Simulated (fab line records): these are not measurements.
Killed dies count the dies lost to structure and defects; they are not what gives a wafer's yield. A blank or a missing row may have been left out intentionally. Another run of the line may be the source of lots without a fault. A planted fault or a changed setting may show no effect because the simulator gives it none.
Lot-split experiment + flow sfq-line + 11 wafers read across 5 lots, on a route 325 steps long

ABOUT THE SPLIT
At SFQ_TRILAYER_C5_LITHO_COAT_156 (resist thk 62 nm), the setting resist-thk-nm was moved away from the recipe's 62 nm on 2 of the 11 wafers read, by -4.4% to +2.6%. This setting was run at the recipe's value on the other wafers.

There is no step in the file separating the split from the reading.

THE READING
etch.depth-nm (the simulator's own value, which no gauge read), in nm, at SFQ_TRILAYER_C5_BARC_OPEN_VIA_ETCH_210 (etches BARC in O2, target depth 125 nm, time 41.7 s). The file does not state a usual value for it. The 9 wafers here that ran the recipe average 62.03 nm, standard deviation 0.062 nm.

| wafer  | tool, chamber at the split | resist-thk-nm as run, nm | against the recipe | etch.depth-nm, nm | against lot-mates on the recipe |
|--------|----------------------------|--------------------------|--------------------|-------------------|---------------------------------|
| L074.2 | litho-track-03, 0          | 62                       | recipe             | 61.89             | -                               |
| L074.4 | litho-track-03, 0          | 62                       | recipe             | 62.04             | -                               |
| L074.5 | litho-track-03, 0          | 62                       | recipe             | 62.07             | -                               |
| L076.3 | litho-track-02, 0          | 62                       | recipe             | 62.06             | -                               |
| L078.1 | litho-track-04, 0          | 62                       | recipe             | 62.12             | -                               |
| L078.4 | litho-track-04, 0          | 63.63                    | +2.6%              | 63.6              | +1.48                           |
| L080.3 | litho-track-02, 0          | 62                       | recipe             | 62.04             | -                               |
| L080.4 | litho-track-02, 0          | 62                       | recipe             | 62.01             | -                               |
| L080.5 | litho-track-02, 0          | 62                       | recipe             | 61.97             | -                               |
| L083.1 | litho-track-02, 0          | 62                       | recipe             | 62.05             | -                               |
| L083.6 | litho-track-02, 0          | 59.28                    | -4.4%              | 59.05             | -3.00                           |

FIT RESULTS
A straight line over all 11 wafers: etch.depth-nm changes by +0.656 nm for each +1% of resist-thk-nm; r = +1.00; the points scatter about the line by 0.083 nm.
The same after taking each lot's own level away (the mean of its wafers on the recipe; 11 wafers): +0.65 nm for each +1%; r = +1.00; scatter 0.096 nm.
The reading moves by 2.8 nm for the largest change in resist-thk-nm, on that fit.
Measured against the standard deviation above, the lots' own levels, which go from 62.000 to 62.120 nm, span 1.9 times it.
Hence the lot-to-lot level has little effect on the slope; both slopes agree.
Check: with one of the wafers moved furthest among these (-4.4%) left out of the fit, the line predicts -2.47 nm for it against its lot-mates. It came out at -3 nm against them.

THE OTHER SPLITS THESE WAFERS WENT THROUGH
Other splits were also applied to these wafers ahead of the reading. Each is held against what the fit with the lots' levels taken away leaves over:
| other split on the same wafers             | wafers away from the commonest value | r with etch.depth-nm (lot level and that fit taken away) |
|--------------------------------------------|--------------------------------------|----------------------------------------------------------|
| SFQ_TRILAYER_R5_ETCH_METAL_ETCH_139 bias-w | 2                                    | -0.27                                                    |
| SFQ_TRILAYER_I5_LITHO_PEB_147 peb-time-s   | 3                                    | -0.21                                                    |

THE WHOLE CHAIN: every reading that the file lists as answering this split, in the file's order
| step                                   | what it does                                        | reading                                                                                    | change (the file's fit)               | r (the file's) |
|----------------------------------------|-----------------------------------------------------|--------------------------------------------------------------------------------------------|---------------------------------------|----------------|
| SFQ_TRILAYER_C5_LITHO_COAT_156         | resist thk 62 nm                                    | BARC_of_TRILAYER_C5_LITHO_COAT_156.thk-nm (the simulator's own value, which no gauge read) | +0.646 nm for each +1% of the setting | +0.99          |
| SFQ_TRILAYER_C5_BARC_OPEN_VIA_ETCH_210 | etches BARC in O2, target depth 125 nm, time 41.7 s | etch.depth-nm (the simulator's own value, which no gauge read)                             | +0.651 nm for each +1% of the setting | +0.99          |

FILE'S OWN FIT
etch.depth-nm changes by +0.651 nm for each +1% of resist-thk-nm, r = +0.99.
